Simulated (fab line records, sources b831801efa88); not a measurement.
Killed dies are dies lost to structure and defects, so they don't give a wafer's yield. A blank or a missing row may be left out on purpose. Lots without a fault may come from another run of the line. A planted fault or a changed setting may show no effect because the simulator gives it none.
fab line records | flow sky130
record lots=5 wafers=15 last_day=50
route steps=708 shown VIA1@467 METAL2@483 VIA2@507 PAD_OPEN@708
lots that met no fault: from a run of the same line without faults
start_h: hours from the record's first day to the start of the lot's first wafer shown | wait_h: hours since the lot's step before | " the same as in the row above | L1.1+2: a row that stands for several wafers | - no value, or no start given | * or withheld: withheld | < > ~ a bound
route shown NAME@n: a module of which the file shows steps, and the number in the route of the first | usual: mean/standard deviation of fault-free wafers | same: alike in all rows | chamber/n: place in a boat | sites: the reading at each site | _std_site: their standard deviation | _edge_site: outer sites' mean less inner sites' | radius_mm: how far each site lies from the wafer's centre | mask NAME#n: copy n | behind: the tool/chamber that last shaped the wafer | hold: why the lot was held/for how many hours/how that ended | device: the transistor (n, p or np) that didn't switch | end of line: the same wafers' tests at the end of the route | a step without rows: its recipe alone | killed: dies lost to structure and defects at the first sort, not the wafer's yield | map: a wafer's dies, x killed, . not, _ none there
set.NAME: the setting as run; set.NAME@STEP: as run at that earlier step | model.NAME: the simulator's own value behind a step, which no gauge read
lots at some steps of the route; a table a step, a row a wafer
services: from which hour (start_h, from the record's first day; less than 0 if before it) a tool's chamber was out of use, for how many hours, and why
## steps
# step SKY_VIA1_EXPOSE_09
# recipe mask_id=VIM na=0.8 source_shape=annular sigma_inner=0.55 sigma_outer=0.85 target_cd_nm=150 dose_mj=38
# step SKY_VIA1_PEB_10
# recipe peb_temp_c=withheld peb_time_s=withheld resist=KrF-thick
# step SKY_VIA1_DEVELOP_11
# recipe develop_time_s=60 resist=KrF-thick dev_temp_c=21
# step SKY_VIA1_CD_MEAS_12
# recipe target_cd_nm=150
# usual cd_nm=149.8/1.7
# columns lot.wafer tool chamber start_h wait_h cd_nm
L304.1 cd_sem-01 - 821.53 - 146.9
L304.4 " - " " 147.1
L304.6 " - " " 148.7
L306.2 cd_sem-01 - 839.69 - 148.8
L306.5 " - " " 151.7
L306.6 " - " " 150.0
L307.2 cd_sem-01 - 846.89 - 148.8
L307.5 " - " " 148.2
L307.6 " - " " 148.6
L312.1 cd_sem-02 - 886.93 - 148.4
L312.5 " - " " 147.2
L312.6 " - " " 148.8
L321.2 cd_sem-01 - 947.35 - 150.4
L321.3 " - " " 150.2
L321.4 " - " " 150.1
# step SKY_VIA1_OVL_MEAS_13
# usual VIA1_OVL=-1/4.6
# columns lot.wafer tool chamber start_h wait_h VIA1_OVL[nm]
L304.1 overlay-01 - 821.65 0.1 2
L304.4 " - " " 1
L304.6 " - " " 2
L306.2 overlay-02 - 839.80 0.1 -7
L306.5 " - " " -3
L306.6 " - " " -1
L307.2 overlay-01 - 847.00 0.1 3
L307.5 " - " " 0
L307.6 " - " " 3
L312.1 overlay-01 - 887.05 0.1 13
L312.5 " - " " 4
L312.6 " - " " 4
L321.2 overlay-02 - 947.45 0.1 8
L321.3 " - " " 1
L321.4 " - " " 1
# step SKY_VIA1_ETCH_14
# recipe chemistry=N2/H2 target=BARC ion_energy_ev=200 source_w=500 bias_w=97.28 pressure_mtorr=30 n2_flow_sccm=100 h2_flow_sccm=200 stop_on=SiO2 time_s=45.9 target_depth_a=600
# step SKY_VIA1_ETCH_15
# recipe target=SiO2 chemistry=C4F8/O2/Ar target_depth_nm=351 stop_on=TiN mask_material=KrF-thick source_w=1500 bias_w=1200 pressure_mtorr=40 c4f8_flow_sccm=withheld O2_flow_sccm=6 Ar_flow_sccm=300 time_s=54
# step SKY_VIA1_STRIP_16
# recipe chemistry=O2/N2 power_w=1400 pressure_mtorr=1500 platen_temp_c=withheld o2_flow_sccm=3000 n2_flow_sccm=300 overash_fraction=0.5
# usual drypump_motor_current_A=6.1/0.32 oes_product_au=0.416/0.0044 strip_time_to_endpoint_s=4.456/0.022
# columns lot.wafer tool chamber start_h wait_h drypump_motor_current_A oes_product_au rf_hours_counter_h strip_time_to_endpoint_s
L304.1 plasma_asher-02 1 821.78 0.0 6.1 0.413 7 4.418
L304.4 " 1 " " 6.1 0.409 - 4.461
L304.6 " 1 " " 6.1 0.418 - 4.421
L306.2 plasma_asher-01 0 839.92 0.0 6.0 0.423 72 4.457
L306.5 " 1 " " 6.4 0.421 - 4.442
L306.6 " 0 " " 6.0 0.419 - 4.468
L307.2 plasma_asher-04 1 847.12 0.0 5.9 0.409 42 4.438
L307.5 " 1 " " 5.9 0.412 - 4.428
L307.6 " 0 " " 5.7 0.418 - 4.437
L312.1 plasma_asher-02 1 887.17 0.0 6.1 0.408 14 4.426
L312.5 " 1 " " 6.1 0.410 - 4.435
L312.6 " 0 " " 6.7 0.416 - 4.449
L321.2 plasma_asher-04 1 947.57 0.0 5.9 0.413 52 4.471
L321.3 " 1 " " 5.9 0.417 - 4.478
L321.4 " 0 " " 5.7 0.413 - 4.489
# step SKY_VIA1_STRIP_17
# recipe chemistry=post_etch_residue_remover time_s=1200 temp_c=72.5
# step SKY_VIA1_CLEAN_18
# recipe chemistry=IPA time_s=180 temp_c=25
# step SKY_VIA1_CLEAN_19
# recipe chemistry=O3/DIW dry=n2_spin
# step SKY_VIA1_SPUTTER_20
# recipe material=TiN target_thk_nm=20 chamber_pressure_pa=5 power_w=4000 time_s=80
# usual cathode_dc_power_W=4000.0/0.72 throttle_valve_pct=30.1/0.7
# same time_s=80
# columns lot.wafer tool chamber start_h wait_h cathode_dc_power_W throttle_valve_pct
L304.1 pvd_sputter-01 - 822.38 0.0 3999.8 31.0
L304.4 " - " " 4001.2 29.0
L304.6 " - " " 4000.4 30.6
L306.2 pvd_sputter-01 - 840.52 0.0 4001.3 31.1
L306.5 " - " " 4000.8 31.1
L306.6 " - " " 3999.8 30.4
L307.2 pvd_sputter-03 - 847.71 0.0 4000.2 29.4
L307.5 " - " " 4000.3 28.7
L307.6 " - " " 3999.5 30.6
L312.1 pvd_sputter-04 - 887.77 0.0 4000.1 29.8
L312.5 " - " " 3999.7 29.5
L312.6 " - " " 4000.0 30.2
L321.2 pvd_sputter-01 - 948.16 0.0 3999.9 30.5
L321.3 " - " " 3999.8 30.3
L321.4 " - " " 3999.4 31.0
# step SKY_VIA1_CVD_21
# recipe material=W target_thk_nm=270 time_s=80.902 temp_c=400 pressure_torr=40
# usual heater_power_w=874/130
# same time_s=80.902
# columns lot.wafer tool chamber start_h wait_h heater_power_w
L304.1 cvd_w-02 1 822.44 0.0 711
L304.4 " 0 " " 975
L304.6 " 1 " " 692
L306.2 cvd_w-02 0 840.58 0.0 954
L306.5 " 1 " " 720
L306.6 " 0 " " 1012
L307.2 cvd_w-01 1 847.77 0.0 1047
L307.5 " 0 " " 897
L307.6 " 1 " " 1054
L312.1 cvd_w-01 1 887.83 0.0 1073
L312.5 " 1 " " 1074
L312.6 " 0 " " 869
L321.2 cvd_w-02 1 948.22 0.0 707
L321.3 " 1 " " 719
L321.4 " 0 " " 986
# step SKY_VIA1_RS_MEAS_22
# recipe thk_meas_gauge=four-point-probe reads=W_of_VIA1_CVD_21+TiN_of_VIA1_SPUTTER_20
# usual VIA1_W_RS=0.433/0.0047
# columns lot.wafer tool chamber start_h wait_h VIA1_W_RS[ohm/sq]
L304.1 film_metro-02 - 822.53 0.1 0.441
L304.4 " - " " 0.433
L304.6 " - " " 0.436
L306.2 film_metro-02 - 840.69 0.1 0.432
L306.5 " - " " 0.432
L306.6 " - " " 0.427
L307.2 film_metro-03 - 847.88 0.1 0.425
L307.5 " - " " 0.428
L307.6 " - " " 0.430
L312.1 film_metro-01 - 887.92 0.1 0.431
L312.5 " - " " 0.429
L312.6 " - " " 0.426
L321.2 film_metro-03 - 948.34 0.1 0.440
L321.3 " - " " 0.440
L321.4 " - " " 0.439
# step SKY_VIA1_THK_MEAS_23
# recipe thk_meas_gauge=xrf reads=W_of_VIA1_CVD_21
# usual VIA1_W_THK=270/3.4
# columns lot.wafer tool chamber start_h wait_h VIA1_W_THK[nm]
L304.1 film_metro-02 - 822.65 0.1 265
L304.4 " - " " 269
L304.6 " - " " 267
L306.2 film_metro-02 - 840.80 0.1 270
L306.5 " - " " 270
L306.6 " - " " 276
L307.2 film_metro-03 - 847.99 0.1 274
L307.5 " - " " 274
L307.6 " - " " 272
L312.1 film_metro-01 - 888.04 0.1 271
L312.5 " - " " 273
L312.6 " - " " 276
L321.2 film_metro-03 - 948.45 0.1 266
L321.3 " - " " 266
L321.4 " - " " 268
# step SKY_VIA1_CMP_24
# recipe stop_on=SiO2 t_overpolish_s=15 down_force_psi=3.5 platen_rpm=60 target_thk_nm=0 pad_velocity_m_s=0.94248
# usual motor_current_A=11.6/1.4 overpolish_run_s=15.000/0.0096 time_to_endpoint_s=61/3.3
# columns lot.wafer tool chamber start_h wait_h motor_current_A overpolish_run_s time_to_endpoint_s
L304.4 cmp-01 3 822.76 0.1 9.7 14.993 56
L304.1 " 1 " " 10.5 14.992 61
L304.6 " 3 " " 10.8 14.994 60
L306.2 cmp-02 2 841.00 0.2 13.2 15.004 60
L306.6 " 3 " " 13.8 14.994 59
L306.5 " 0 " " 10.6 15.003 59
L307.2 cmp-01 1 848.14 0.1 11.1 14.992 64
L307.5 " 3 " " 9.9 14.999 62
L307.6 " 0 " " 10.7 15.001 66
L312.1 cmp-01 1 888.25 0.2 10.7 14.979 64
L312.6 " 2 " " 11.8 14.997 68
L312.5 " 3 " " 9.8 15.010 60
L321.2 cmp-02 0 948.50 0.0 10.8 14.995 65
L321.4 " 2 " " 13.3 15.013 59
L321.3 " 3 " " 14.3 15.013 58
# step SKY_METAL2_SPUTTER_00
# recipe material=Ti target_thk_nm=15 power_w=3000 time_s=10 chamber_pressure_pa=0.4
# usual cathode_dc_power_W=3000.0/0.51 throttle_valve_pct=30.4/1.1
# same time_s=10
# columns lot.wafer tool chamber start_h wait_h cathode_dc_power_W throttle_valve_pct
L304.1 pvd_sputter-02 - 823.01 0.1 3000.3 29.3
L304.4 " - " " 3000.1 31.8
L304.6 " - " " 2999.9 31.5
L306.2 pvd_sputter-01 - 841.15 0.1 2999.4 30.2
L306.5 " - " " 3000.8 30.9
L306.6 " - " " 2999.6 30.3
L307.2 pvd_sputter-01 - 848.34 0.1 2999.8 28.8
L307.5 " - " " 2999.4 31.0
L307.6 " - " " 3000.3 30.6
L312.1 pvd_sputter-01 - 888.40 0.1 3000.2 30.7
L312.5 " - " " 3000.3 31.2
L312.6 " - " " 2999.3 30.6
L321.2 pvd_sputter-02 - 948.80 0.2 3000.0 31.8
L321.3 " - " " 2999.4 29.0
L321.4 " - " " 3000.6 32.0
# step SKY_METAL2_SPUTTER_01
# recipe material=TiN target_thk_nm=20 power_w=6500 time_s=16.7 chamber_pressure_pa=0.4
# step SKY_METAL2_SPUTTER_02
# recipe material=AlCu target_thk_nm=250 power_w=10600 time_s=13.3 chamber_pressure_pa=0.4
# step SKY_METAL2_SPUTTER_03
# recipe material=Ti target_thk_nm=5 power_w=3108 time_s=3.3 chamber_pressure_pa=0.4
# step SKY_METAL2_SPUTTER_04
# recipe material=TiN target_thk_nm=70 power_w=6500 time_s=58.3 chamber_pressure_pa=0.4
# usual cathode_dc_power_W=6500.1/1.1 throttle_valve_pct=30.4/1.1
# same time_s=58.3
# columns lot.wafer tool chamber start_h wait_h cathode_dc_power_W throttle_valve_pct
L304.1 pvd_sputter-02 - 823.10 0.0 6498.7 29.1
L304.4 " - " " 6500.8 31.6
L304.6 " - " " 6501.4 31.8
L306.2 pvd_sputter-01 - 841.25 0.0 6500.3 30.3
L306.5 " - " " 6498.8 31.1
L306.6 " - " " 6501.6 30.5
L307.2 pvd_sputter-01 - 848.43 0.0 6498.7 28.8
L307.5 " - " " 6499.2 31.0
L307.6 " - " " 6500.1 30.4
L312.1 pvd_sputter-01 - 888.50 0.0 6499.8 30.4
L312.5 " - " " 6499.3 31.1
L312.6 " - " " 6500.3 30.5
L321.2 pvd_sputter-02 - 948.89 0.0 6499.0 32.1
L321.3 " - " " 6499.8 28.9
L321.4 " - " " 6500.2 31.9
# step SKY_METAL2_RS_MEAS_05
# recipe thk_meas_gauge=four-point-probe reads=TiN_of_METAL2_SPUTTER_04+Ti_of_METAL2_SPUTTER_03+AlCu_of_METAL2_SPUTTER_02+TiN_of_METAL2_SPUTTER_01+Ti_of_METAL2_SPUTTER_00
# usual METAL2_ALCU_RS=0.1266/0.0012
# columns lot.wafer tool chamber start_h wait_h METAL2_ALCU_RS[ohm/sq]
L304.1 film_metro-04 - 823.15 0.0 0.1255
L304.4 " - " " 0.1272
L304.6 " - " " 0.1271
L306.2 film_metro-01 - 841.33 0.0 0.1258
L306.5 " - " " 0.1281
L306.6 " - " " 0.1270
L307.2 film_metro-04 - 848.50 0.0 0.1267
L307.5 " - " " 0.1294
L307.6 " - " " 0.1271
L312.1 film_metro-04 - 888.54 0.0 0.1257
L312.5 " - " " 0.1283
L312.6 " - " " 0.1255
L321.2 film_metro-04 - 948.96 0.0 0.1271
L321.3 " - " " 0.1252
L321.4 " - " " 0.1250
# step SKY_METAL2_THK_MEAS_06
# recipe thk_meas_gauge=xrf reads=AlCu_of_METAL2_SPUTTER_02
# usual METAL2_ALCU_THK=246.3/2.7
# columns lot.wafer tool chamber start_h wait_h METAL2_ALCU_THK[nm]
L304.1 film_metro-04 - 823.27 0.1 248.3
L304.4 " - " " 244.6
L304.6 " - " " 244.5
L306.2 film_metro-01 - 841.44 0.1 249.7
L306.5 " - " " 243.1
L306.6 " - " " 247.7
L307.2 film_metro-04 - 848.61 0.1 245.9
L307.5 " - " " 240.3
L307.6 " - " " 246.3
L312.1 film_metro-04 - 888.66 0.1 247.5
L312.5 " - " " 241.1
L312.6 " - " " 248.2
L321.2 film_metro-04 - 949.07 0.1 245.2
L321.3 " - " " 247.5
L321.4 " - " " 247.5
# step SKY_METAL2_DEHYDRATE_07
# recipe temp_c=200 time_s=60
# step SKY_METAL2_HMDS_08
# recipe prime_time_s=60 prime_temp_c=120
# step SKY_METAL2_COAT_09
# recipe resist=BARC temp_c=withheld time_s=withheld spin_rpm=3000 resist_thk_nm=60
# step SKY_METAL2_COAT_10
# recipe resist=KrF-thick spin_rpm=3000 resist_thk_nm=450
# step SKY_METAL2_SOFTBAKE_11
# recipe temp_c=100 time_s=90 resist=KrF-thick
# step SKY_METAL2_EXPOSE_12
# recipe mask_id=MM2 na=0.8 source_shape=annular sigma_inner=0.55 sigma_outer=0.85 target_cd_nm=140 dose_mj=28
# step SKY_METAL2_PEB_13
# recipe peb_temp_c=withheld peb_time_s=withheld resist=KrF-thick
# step SKY_METAL2_DEVELOP_14
# recipe develop_time_s=60 resist=KrF-thick dev_temp_c=21
# step SKY_METAL2_CD_MEAS_15
# recipe target_cd_nm=140
# usual cd_nm=140.1/1.6
# columns lot.wafer tool chamber start_h wait_h cd_nm
L304.1 cd_sem-01 - 849.61 - 141.6
L304.4 " - " " 142.7
L304.6 " - " " 141.0
L306.2 cd_sem-02 - 867.24 - 140.4
L306.5 " - " " 138.6
L306.6 " - " " 140.1
L307.2 cd_sem-02 - 875.13 - 138.6
L307.5 " - " " 138.1
L307.6 " - " " 137.3
L312.1 cd_sem-01 - 914.16 - 139.4
L312.5 " - " " 139.6
L312.6 " - " " 139.4
L321.2 cd_sem-01 - 972.35 - 142.0
L321.3 " - " " 140.5
L321.4 " - " " 141.2
# step SKY_METAL2_OVL_MEAS_16
# usual METAL2_OVL=0/4.5
# columns lot.wafer tool chamber start_h wait_h METAL2_OVL[nm]
L304.1 overlay-02 - 849.73 0.1 -3
L304.4 " - " " -3
L304.6 " - " " -1
L306.2 overlay-01 - 867.35 0.1 7
L306.5 " - " " 3
L306.6 " - " " 0
L307.2 overlay-01 - 875.24 0.1 7
L307.5 " - " " 7
L307.6 " - " " 0
L312.1 overlay-02 - 914.28 0.1 0
L312.5 " - " " 0
L312.6 " - " " 3
L321.2 overlay-01 - 972.45 0.1 -10
L321.3 " - " " -10
L321.4 " - " " -3
# step SKY_METAL2_DESCUM_17
# recipe chemistry=O2 source_power_w=150 bias_power_w=0 pressure_mtorr=10 temp_c=40 time_s=8
# step SKY_METAL2_ETCH_18
# recipe chemistry=N2/H2 target=BARC ion_energy_ev=200 bias_w=100 pressure_mtorr=30 n2_flow_sccm=100 h2_flow_sccm=200 icp_w=500 stop_on=SiO2 time_s=45.9 target_depth_a=600
# step SKY_METAL2_METAL_ETCH_19
# recipe target_depth_a=3600 stop_on=SiO2 over_etch_frac=0.3 time_s=78 chemistry=Cl2/BCl3 resist_sidewall_deg=88 pressure_mtorr=10 icp_w=900 bias_w=48.5 Cl2_flow_sccm=60 bcl3_flow_sccm=30
# step SKY_METAL2_STRIP_20
# recipe chemistry=O2/N2 power_w=1400 pressure_mtorr=1500 platen_temp_c=withheld o2_flow_sccm=3000 n2_flow_sccm=300 overash_fraction=0.5
# step SKY_METAL2_STRIP_21
# recipe chemistry=post_etch_residue_remover time_s=1200 temp_c=72.5
# step SKY_METAL2_CLEAN_22
# recipe chemistry=IPA time_s=180 temp_c=25
# step SKY_METAL2_CLEAN_23
# recipe chemistry=O3/DIW dry=n2_spin
# step SKY_VIA2_HDPCVD_00
# recipe material=SiO2 target_thk_nm=1180 sigma_open_frac=0.3 time_s=196.7 temp_c=400 sih4_flow_sccm=60 pressure_mtorr=6
# step SKY_VIA2_THK_MEAS_01
# recipe reads=SiO2_of_VIA2_HDPCVD_00
# usual VIA2_HDPCVD_THK=1186/13
# columns lot.wafer tool chamber start_h wait_h VIA2_HDPCVD_THK[nm]
L304.1 film_metro-03 - 850.86 0.1 1214
L304.4 " - " " 1180
L304.6 " - " " 1199
L306.2 film_metro-03 - 868.38 0.1 1180
L306.5 " - " " 1172
L306.6 " - " " 1183
L307.2 film_metro-04 - 876.18 0.1 1191
L307.5 " - " " 1191
L307.6 " - " " 1196
L312.1 film_metro-04 - 915.25 0.1 1160
L312.5 " - " " 1179
L312.6 " - " " 1158
L321.2 film_metro-03 - 973.43 0.1 1194
L321.3 " - " " 1193
L321.4 " - " " 1201
# step SKY_PAD_OPEN_PROBE_99
# usual defect_limited_yield=82.7/1.7 killed_at_M0_to_M3=44/7.1 killed_at_M4_up=3.3/1.8 killed_at_contacts=23/5.5 killed_at_front_end=15/4.5 killed_at_other=0.2/0.48 killed_dies=85/8.4 killed_open=46/6.6 killed_short=39/6.1 sort_bin_3_pad_short=0.9/0.36 sort_bin_5_function=10.3/1.4 sort_bin_6_memory=6.2/1 sort_n_pass=407/8.4 sort_yield_pct=82.7/1.7
# same gross_dies=492 killed_at_back_side=0 sort_bin_4_leakage[%]=0 sort_bin_8_speed[%]=0
# columns lot.wafer tool chamber start_h wait_h hold defect_limited_yield[%] killed_at_M0_to_M3 killed_at_M4_up killed_at_contacts killed_at_front_end killed_at_other killed_dies killed_open killed_short sort_bin_3_pad_short[%] sort_bin_5_function[%] sort_bin_6_memory[%] sort_n_pass sort_yield_pct[%] model.etest.tester.sort_n_pass model.etest.tester.sort_yield_pct model.etest.tester.sort_bin_5_pct model.etest.tester.sort_bin_3_pct
L304.1 prober-01 - 1101.25 1.0 - 82.5 48 4 19 15 0 86 46 40 0.6 10.0 6.9 406 82.5 406 82.52 9.959 0.6098
L304.4 prober-01 - 1101.40 1.0 - 78.3 56 2 34 15 0 107 60 47 0.6 14.4 6.7 385 78.3 385 78.25 14.43 0.6098
L304.6 prober-01 - 1101.50 1.1 - 81.9 49 3 22 15 0 89 48 41 1.2 10.2 6.7 403 81.9 403 81.91 10.16 1.22
L306.2 prober-02 - 1112.58 0.1 - 83.1 35 5 30 13 0 83 50 33 0.2 11.2 5.5 409 83.1 409 83.13 11.18 0.2033
L306.5 prober-02 - 1112.73 0.2 - 82.5 42 5 29 10 0 86 50 36 1.4 9.3 6.7 406 82.5 406 82.52 9.35 1.423
L306.6 prober-02 - 1112.78 0.2 - 84.1 40 5 18 15 0 78 48 30 0.8 9.1 5.9 414 84.1 414 84.15 9.146 0.813
L307.2 prober-02 - 1119.15 0.1 - 82.1 54 4 13 17 0 88 48 40 0.8 11.8 5.3 404 82.1 404 82.11 11.79 0.813
L307.5 prober-02 - 1119.30 0.2 - 83.3 45 3 18 16 0 82 44 36 0.6 11.2 4.9 410 83.3 410 83.33 11.18 0.6098
L307.6 prober-02 - 1119.35 0.2 - 83.5 43 5 13 20 0 81 34 47 0.6 10.6 5.3 411 83.5 411 83.54 10.57 0.6098
L312.1 prober-01 - 1147.37 0.1 - 81.7 42 7 26 15 0 90 49 41 1.0 10.4 6.9 402 81.7 402 81.71 10.37 1.016
L312.5 prober-01 - 1147.57 0.2 - 80.7 55 0 26 14 0 95 53 42 0.8 12.2 6.3 397 80.7 397 80.69 12.2 0.813
L312.6 prober-01 - 1147.62 0.2 - 87.2 34 3 16 10 0 63 35 28 0.6 7.9 4.3 429 87.2 429 87.2 7.927 0.6098
L321.2 prober-01 - 1189.46 0.1 await_dispo/10.3h/release 77.8 73 1 20 15 0 109 46 35 2.6 11.8 7.7 383 77.8 383 77.85 11.79 2.642
L321.3 prober-01 - 1189.51 0.2 await_dispo/10.3h/release 78.5 66 4 25 11 0 106 44 34 2.4 12.4 6.7 386 78.5 386 78.46 12.4 2.439
L321.4 prober-01 - 1189.56 0.2 await_dispo/10.3h/release 82.7 48 0 25 11 1 85 48 37 0.2 10.6 6.5 407 82.7 407 82.72 10.57 0.2033
# killed by level:class
L304.1 VIA1:geometric_particle:open=14 METAL1:geometric_particle:short=10 CONTACT:geometric_particle:open=7 VIA2:geometric_particle:open=6 FIELD_ISO:geometric_particle:open=4 LI_CONTACT:geometric_particle:open=4 METAL4:geometric_particle:short=4 VIA1:geometric_particle:short=4
L304.4 VIA1:geometric_particle:open=13 CONTACT:geometric_particle:open=12 FIELD_ISO:geometric_particle:open=10 VIA2:geometric_particle:open=9 METAL2:geometric_particle:short=7 VIA1:geometric_particle:short=7 CONTACT:geometric_particle:short=6 METAL1:geometric_particle:short=6
L304.6 VIA1:geometric_particle:open=10 VIA2:geometric_particle:open=10 CONTACT:geometric_particle:open=9 LI_CONTACT:geometric_particle:open=7 VIA3:geometric_particle:open=7 FIELD_ISO:geometric_particle:short=5 METAL1:geometric_particle:short=5 VIA1:geometric_particle:short=5
L306.2 VIA1:geometric_particle:open=12 CONTACT:geometric_particle:open=12 LI_CONTACT:geometric_particle:open=6 LOCAL_INTERCONNECT:geometric_particle:short=6 VIA2:geometric_particle:open=5 METAL2:geometric_particle:short=5 FIELD_ISO:geometric_particle:open=4 VIA1:geometric_particle:short=4
L306.5 LI_CONTACT:geometric_particle:open=10 VIA1:geometric_particle:open=9 LOCAL_INTERCONNECT:geometric_particle:short=8 CONTACT:geometric_particle:open=7 VIA2:geometric_particle:open=6 METAL1:geometric_particle:short=4 VIA1:geometric_particle:short=4 VIA3:geometric_particle:open=4
L306.6 CONTACT:geometric_particle:open=8 VIA1:geometric_particle:open=8 VIA3:geometric_particle:open=7 FIELD_ISO:geometric_particle:open=6 VIA1:geometric_particle:short=6 VIA2:geometric_particle:open=5 LOCAL_INTERCONNECT:geometric_particle:short=4 FIELD_ISO:geometric_particle:short=3
L307.2 VIA3:geometric_particle:open=11 METAL2:geometric_particle:short=9 VIA1:geometric_particle:open=8 VIA2:geometric_particle:short=7 FIELD_ISO:geometric_particle:open=6 LI_CONTACT:geometric_particle:open=5 POLY_GATE:geometric_particle:short=4 CONTACT:geometric_particle:short=4
L307.5 VIA3:geometric_particle:open=9 VIA1:geometric_particle:short=9 VIA1:geometric_particle:open=8 POLY_GATE:geometric_particle:open=6 LI_CONTACT:geometric_particle:open=6 CONTACT:geometric_particle:open=5 POLY_GATE:geometric_particle:short=4 VIA3:geometric_particle:short=4
L307.6 VIA1:geometric_particle:open=8 METAL2:geometric_particle:short=7 POLY_GATE:geometric_particle:short=6 VIA3:geometric_particle:open=6 VIA3:geometric_particle:short=6 VIA1:geometric_particle:short=5 FIELD_ISO:geometric_particle:open=4 METAL1:geometric_particle:short=4
L312.1 VIA1:geometric_particle:open=13 CONTACT:geometric_particle:open=11 VIA1:geometric_particle:short=7 METAL4:geometric_particle:short=7 CONTACT:geometric_particle:short=6 VIA2:geometric_particle:open=6 METAL2:geometric_particle:short=6 FIELD_ISO:geometric_particle:open=5
L312.5 VIA1:geometric_particle:open=16 CONTACT:geometric_particle:open=13 METAL2:geometric_particle:short=9 CONTACT:geometric_particle:short=7 VIA2:geometric_particle:open=6 VIA3:geometric_particle:open=5 POLY_GATE:geometric_particle:short=4 METAL1:geometric_particle:short=4
L312.6 VIA1:geometric_particle:open=12 CONTACT:geometric_particle:open=7 METAL1:geometric_particle:short=6 FIELD_ISO:geometric_particle:open=3 POLY_GATE:geometric_particle:open=3 LI_CONTACT:geometric_particle:open=3 LOCAL_INTERCONNECT:geometric_particle:short=3 VIA1:geometric_particle:short=3
L321.2 VIA1:unspecified=28 VIA3:geometric_particle:open=10 VIA1:geometric_particle:open=7 VIA2:geometric_particle:open=7 CONTACT:geometric_particle:open=6 FIELD_ISO:geometric_particle:open=5 FIELD_ISO:geometric_particle:short=5 LI_CONTACT:geometric_particle:open=5
L321.3 VIA1:unspecified=28 VIA1:geometric_particle:open=10 CONTACT:geometric_particle:open=9 VIA3:geometric_particle:open=7 CONTACT:geometric_particle:short=6 LOCAL_INTERCONNECT:geometric_particle:short=6 METAL2:geometric_particle:short=5 FIELD_ISO:geometric_particle:open=4
L321.4 LI_CONTACT:geometric_particle:open=10 VIA1:geometric_particle:open=10 VIA2:geometric_particle:open=9 METAL2:geometric_particle:short=6 CONTACT:geometric_particle:open=6 METAL3:geometric_particle:short=6 CONTACT:geometric_particle:short=4 VIA3:geometric_particle:open=4
# map L321.2 (x killed, . not)
__________.xx....x.._________
________.x.x.x........_______
______x.....x.........x._____
_____....x...x...x......x____
____x....x.....x.x.x....x.___
___x..................x....__
__...x....xxxx...x.........._
_.......xx...x.....x.xx...x..
_..x..x.......xx.....x.......
_.....x.....................x
_......x....x.........x...xxx
_........x.....x.............
_...xxx...............x.....x
_..x........x....x...x.......
_.xxxx.x........x.......x....
__xxxxxx...xxx.............._
___xxxxx.x.....x..x....x...__
____xxxx.x...x.x..x.x.....___
_____xxx.xx............x.____
______xx...x............_____
________xx......xx...._______
__________x...xx.x.._________
# map L306.5 (x killed, . not)
__________.........._________
________.............._______
______.x...x..x.x.....x._____
_____....x..x..xx........____
____....................x.___
___......x.x.x.x.....x...x.__
__........x.x....x.......x.._
_.x..x.....xx......x...x.....
_.........x.x....xx..........
_.x.......x.........x........
_....x........x.xx..........x
_.........x.x.......x........
_...x.......x...........x...x
_..x.x...x............x.xxxxx
_x..x........................
__x....x...x.......xx......._
___x.........x....x...x...x__
____......x.x.....x.xx.xx.___
_____.......x...xxxx.x.xx____
______.x.........x......_____
________.............._______
__________..x.x....x_________
## services
# columns tool chamber start_h hours kind
pvd_sputter-03 - 799.32 3.9 repair
cmp-02 - 806.58 1.6 repair
pvd_sputter-01 - 809.58 3.2 repair
pvd_sputter-03 - 809.70 5.5 repair
cmp-02 - 810.17 1.5 repair
cmp-01 - 829.90 1.3 repair
pvd_sputter-02 - 836.35 0.5 repair
pvd_sputter-01 - 863.00 1.5 repair
pvd_sputter-04 - 865.26 4.3 repair
cmp-02 - 870.54 8.1 pm
cmp-01 - 880.15 4.1 repair
cmp-01 - 880.38 0.6 repair
pvd_sputter-03 - 888.46 4.6 repair
pvd_sputter-01 0 896.75 - consumable_replace:kit
pvd_sputter-01 0 896.75 18.0 scheduled_down
pvd_sputter-01 0 896.75 18.0 vent_cycle
cvd_w-01 - 904.00 14.0 pm
pvd_sputter-03 - 910.81 6.7 repair
cmp-01 - 912.00 4.0 pm
cmp-01 - 916.00 - consumable_replace:conditioner
cmp-02 - 919.95 2.6 repair
plasma_asher-04 - 923.47 1.6 repair
pvd_sputter-03 - 939.89 1.8 repair
cmp-02 - 943.32 1.4 repair
## key
first_sign step=SKY_PAD_OPEN_PROBE_99 reading=sort_bin_3_pad_short direction=up sigmas=4.7 usual=0.9 struck=2.5
effect step=SKY_PAD_OPEN_PROBE_99 reading=killed_at_M0_to_M3 direction=up sigmas=3.6 usual=44 struck=70
model_effect step=SKY_PAD_OPEN_PROBE_99 value=etest.tester.sort_n_pass without=408 struck=384.5
met_at SKY_VIA1_CVD_21
struck_wafers L321.2,L321.3
onset_between 840.58 948.22
fault kind=chamber_particle_source tool=cvd_w-02 chamber=1 onset_h=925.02 steps=SKY_VIA1_CVD_21 rate_per_visit_cm2=0.63144 end_h=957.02
